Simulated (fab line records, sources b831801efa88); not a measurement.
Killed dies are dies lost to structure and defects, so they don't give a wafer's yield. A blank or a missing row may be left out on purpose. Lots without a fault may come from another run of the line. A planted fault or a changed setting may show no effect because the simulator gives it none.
Which tool did it? | flow sky130 | 12 lots, 36 wafers sampled, at 2 steps of a route of 708

WHAT THE GAUGES READ, wafer by wafer
SKY_VIA1_BOW_MEAS_03. Usual: VIA1_BOW 82 um, standard deviation 7.3.
lot  | measured     | on            | VIA1_BOW (um) | flag
L442 | day 34 14:43 | film_metro-04 | 79 81 88      |
L444 | day 35 03:26 | film_metro-02 | 85 81 87      |
L445 | day 35 04:04 | film_metro-01 | 78 82 71      |
L446 | day 35 08:28 | film_metro-04 | 82 68 82      |
L447 | day 35 18:44 | film_metro-01 | 84 85 83      |
L448 | day 36 01:59 | film_metro-02 | 73 82 82      |
L449 | day 36 12:49 | film_metro-02 | 78 84 87      |
L451 | day 36 17:42 | film_metro-01 | 76 75 83      |
L452 | day 37 02:20 | film_metro-02 | 77 74 62      |
L459 | day 39 18:15 | film_metro-02 | 83 86 86      |
L461 | day 39 22:42 | film_metro-02 | 76 82 82      |
L460 | day 39 23:19 | film_metro-04 | 84 84 63      |

WHICH TOOL RAN EACH LOT (tool, then ch and the chambers of the sampled wafers, then the start)
lot  | SKY_METAL1_ETCH_18
L442 | rie_metal-03 ch 0,1, day 34 13:04
L444 | rie_metal-04 ch 0,1, day 35 02:12
L445 | rie_metal-02 ch 0,1, day 35 02:38
L446 | rie_metal-03 ch 0,1, day 35 07:13
L447 | rie_metal-04 ch 0,1, day 35 17:23
L448 | rie_metal-04 ch 0,1, day 36 00:19
L449 | rie_metal-03 ch 0,1, day 36 11:36
L451 | rie_metal-02 ch 0,1, day 36 16:29
L452 | rie_metal-04 ch 1, day 37 00:58
L459 | rie_metal-04 ch 0, day 39 17:02
L461 | rie_metal-03 ch 0,1, day 39 21:29
L460 | rie_metal-02 ch 0,1, day 39 22:00
- SKY_METAL1_ETCH_18: etches BARC in N2/H2, stops on SiO2, time 45.9 s, target depth 60 nm.

WHAT THE TOOLS THEMSELVES READ (means of the sampled wafers that have a number; where no wafer has one, the mark that the record gives instead)
SKY_METAL1_ETCH_18. Usual: drypump_motor_current_A 5.6 A, standard deviation 0.42; oes_product_au 0.855 a.u., standard deviation 0.005; throttle_valve_pct 13.224 %, standard deviation 0.0095.
lot  | tool         | drypump_motor_current_A (A) | oes_product_au (a.u.) | throttle_valve_pct (%) | flag
L442 | rie_metal-03 | 6.0                         | 0.852                 | 13.227                 |
L444 | rie_metal-04 | 5.4                         | 0.854                 | 13.219                 |
L445 | rie_metal-02 | 5.5                         | 0.854                 | 13.223                 |
L446 | rie_metal-03 | 5.7                         | 0.853                 | 13.225                 |
L447 | rie_metal-04 | 5.7                         | 0.859                 | 13.237                 |
L448 | rie_metal-04 | 5.7                         | 0.857                 | 13.225                 |
L449 | rie_metal-03 | 6.0                         | 0.850                 | 13.228                 |
L451 | rie_metal-02 | 5.5                         | 0.854                 | 13.230                 |
L452 | rie_metal-04 | 6.1                         | 0.858                 | 13.220                 |
L459 | rie_metal-04 | 5.0                         | 0.856                 | 13.224                 |
L461 | rie_metal-03 | 5.7                         | 0.854                 | 13.225                 |
L460 | rie_metal-02 | 5.5                         | 0.857                 | 13.231                 |

THE ANSWER, worked out from the rows above alone
Rule: a lot is off if the mean of its wafers that have a number lies more than 3 standard deviations from the usual mean. A lot without any number at a reading at which 4 lots or more have one is off too. The other lots that the step has rows for count as sound. The gauges are gone through in route order, then the tools' own readings, and for those a lot's mean is taken as printed above. The first step at which some lot is off is used, and at that step the reading that is off furthest; a lot without a number counts as furthest.
No lot is off at any reading shown: from this, nothing can be told.

WHAT THE SIMULATOR HAD PUT IN
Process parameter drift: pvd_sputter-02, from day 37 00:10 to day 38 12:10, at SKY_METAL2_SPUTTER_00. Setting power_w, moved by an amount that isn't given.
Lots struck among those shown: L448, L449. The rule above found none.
